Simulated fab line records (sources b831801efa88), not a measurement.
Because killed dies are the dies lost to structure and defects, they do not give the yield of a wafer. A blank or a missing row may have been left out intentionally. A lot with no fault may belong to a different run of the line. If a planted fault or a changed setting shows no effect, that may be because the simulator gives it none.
Which of the tools did it? + flow gf180mcu + Sampling: 10 lots, 30 wafers, 5 of 602 route steps

## WHAT THE GAUGES SHOWED, per wafer
GF_VT_IMPLANT_TW_MEAS_43.
| lot  | measured     | on           | VT_IMPLANT_4_TW |
|------|--------------|--------------|-----------------|
| L936 | day 8 17:46  | filmMetro-02 | 689 690 690     |
| L941 | day 10 00:41 | filmMetro-04 | 30 30 30        |
| L942 | day 10 10:52 | filmMetro-03 | 30 30 30        |
| L943 | day 10 17:26 | filmMetro-03 | 30 30 30        |
| L947 | day 11 19:29 | filmMetro-04 | 690 688 686     |
| L948 | day 12 02:42 | filmMetro-03 | 692 688 693     |
| L949 | day 12 10:02 | filmMetro-04 | 687 687 685     |
| L950 | day 12 15:56 | filmMetro-03 | 691 691 689     |
| L951 | day 12 21:31 | filmMetro-04 | 686 687 689     |
| L953 | day 13 11:30 | filmMetro-03 | 687 687 687     |

## TOOL THAT RAN EACH LOT (tool first, then ch and the chambers of the sampled wafers, then the start)
| lot  | GF_STI_ETCH_14                 | GF_MVSD_STRIP_10                   | GF_VT_IMPLANT_STRIP_31              | GF_VT_IMPLANT_STRIP_42              |
|------|--------------------------------|------------------------------------|-------------------------------------|-------------------------------------|
| L936 | rieSi-02 ch 0,1,2, day 2 21:41 | plasmaAsher-03 ch 0,1, day 5 10:10 | plasmaAsher-01 ch 0,1, day 8 00:58  | plasmaAsher-04 ch 0,1, day 8 17:35  |
| L941 | rieSi-02 ch 1,2,3, day 3 23:20 | plasmaAsher-04 ch 1, day 6 14:37   | plasmaAsher-04 ch 0, day 9 06:58    | plasmaAsher-04 ch 0,1, day 10 00:35 |
| L942 | rieSi-01 ch 0,1, day 4 05:57   | plasmaAsher-03 ch 0,1, day 6 22:46 | plasmaAsher-02 ch 0,1, day 9 16:59  | plasmaAsher-04 ch 0,1, day 10 10:46 |
| L943 | rieSi-02 ch 0,1,2, day 4 10:53 | plasmaAsher-02 ch 0, day 7 03:40   | plasmaAsher-01 ch 0,1, day 9 23:34  | plasmaAsher-04 ch 0,1, day 10 17:20 |
| L947 | rieSi-01 ch 0,1,2, day 5 06:43 | plasmaAsher-02 ch 0,1, day 8 02:44 | plasmaAsher-02 ch 0,1, day 11 00:34 | plasmaAsher-02 ch 0,1, day 11 19:23 |
| L948 | rieSi-01 ch 1,2, day 5 11:37   | plasmaAsher-04 ch 0,1, day 8 09:01 | plasmaAsher-04 ch 0,1, day 11 07:58 | plasmaAsher-02 ch 0,1, day 12 02:37 |
| L949 | rieSi-01 ch 0,2,3, day 5 16:54 | plasmaAsher-02 ch 0,1, day 8 14:55 | plasmaAsher-04 ch 0,1, day 11 14:17 | plasmaAsher-02 ch 0,1, day 12 09:56 |
| L950 | rieSi-01 ch 0,3, day 5 22:57   | plasmaAsher-02 ch 0,1, day 8 19:52 | plasmaAsher-04 ch 0,1, day 11 20:46 | plasmaAsher-04 ch 0,1, day 12 15:50 |
| L951 | rieSi-02 ch 0,1, day 6 04:03   | plasmaAsher-03 ch 0,1, day 9 01:22 | plasmaAsher-01 ch 0, day 12 02:26   | plasmaAsher-01 ch 0,1, day 12 21:25 |
| L953 | rieSi-02 ch 0,1,2, day 6 14:08 | plasmaAsher-02 ch 0,1, day 9 14:04 | plasmaAsher-02 ch 0,1, day 12 16:07 | plasmaAsher-02 ch 0,1, day 13 11:23 |
- GF_STI_ETCH_14: etches Si in HBr/Cl2/O2, target depth 360 nm, time 102.9 s.
- GF_MVSD_STRIP_10: strips in O2/N2.
- GF_VT_IMPLANT_STRIP_31: strips in O2/N2.
- GF_VT_IMPLANT_STRIP_42: strips in O2/N2.

## THE ANSWER, worked out from the rows above alone
Rule: the usual values come from the lots themselves. Put in order of their means at a reading, lots are off if they are a third of the lots or fewer, leave a main group of 4 or more, and stand apart from it by a gap of 3 or more times the standard deviation of the main group's means; of several such gaps the widest counts. Not used: any main group whose means are identical at the precision the tables above print for the reading. A lot without any number at a reading at which 4 lots or more have one is off too. All remaining lots with rows at the step are treated as sound.
Off: at GF_VT_IMPLANT_TW_MEAS_43 (VT_IMPLANT_4_TW), L941, L942, L943. For the main group the mean is 689 and the standard deviation 1.7.
If a tool, at a process step before that reading, ran all the lots that are off and no sound lot after the first of them, it fits. Those tools and the gauges at GF_VT_IMPLANT_TW_MEAS_43 are tried in the same way. Of those tried, none fits.

## WHAT THE SIMULATOR HAD PUT IN
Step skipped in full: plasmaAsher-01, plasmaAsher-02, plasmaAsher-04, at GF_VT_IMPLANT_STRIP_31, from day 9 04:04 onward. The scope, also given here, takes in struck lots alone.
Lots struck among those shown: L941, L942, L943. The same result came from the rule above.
